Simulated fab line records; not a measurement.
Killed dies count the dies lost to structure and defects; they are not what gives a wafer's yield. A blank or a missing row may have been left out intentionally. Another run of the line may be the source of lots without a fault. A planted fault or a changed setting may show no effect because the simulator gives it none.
Matching of chambers | flow sky130 | SKY_CAPM_CVD_00 on pecvd-04: 3 sister chambers
The step deposits SiO2, target thk 15.5 nm. 3 wafers are shown with their chamber, then 6 later ones without.

WAFERS WITH THEIR CHAMBER
wafer  | chamber | heater_power_w (W)
L470.4 | 2       | 698
L481.2 | 0       | 719
L481.5 | 1       | 808

WAFERS WITHOUT THEIR CHAMBER
wafer  | heater_power_w (W)
L486.3 | 757
L486.4 | 886
L486.6 | 720
L489.2 | 721
L489.4 | 725
L489.6 | 861

WHICH CHAMBER EACH ONE RAN IN
wafer  | from the rows above          | in truth
L486.3 | can't be placed: 0 or 1 or 2 | 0
L486.4 | 1                            | 1
L486.6 | can't be placed: 0 or 2      | 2
L489.2 | can't be placed: 0 or 2      | 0
L489.4 | can't be placed: 0 or 2 or 1 | 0
L489.6 | 1                            | 1
Correct placement for 2 of the 6. Not placeable from these rows: 4 (in 4, the candidates include the true chamber). Number placed wrongly: 0.
How it was worked out, from the rows above alone: a wafer's distance from a chamber is the root of the sum, over the readings, of the square of ((its reading less the chamber's mean) divided by the reading's scatter). The wafer belongs to the nearest chamber; if the next one is less than 2 further off, it can't be placed. Each chamber's mean is taken over the wafers shown for it. The scatter (one wafer shown for each chamber): square how far every hidden wafer sits from the nearest shown wafer, average those squares and take the square root.
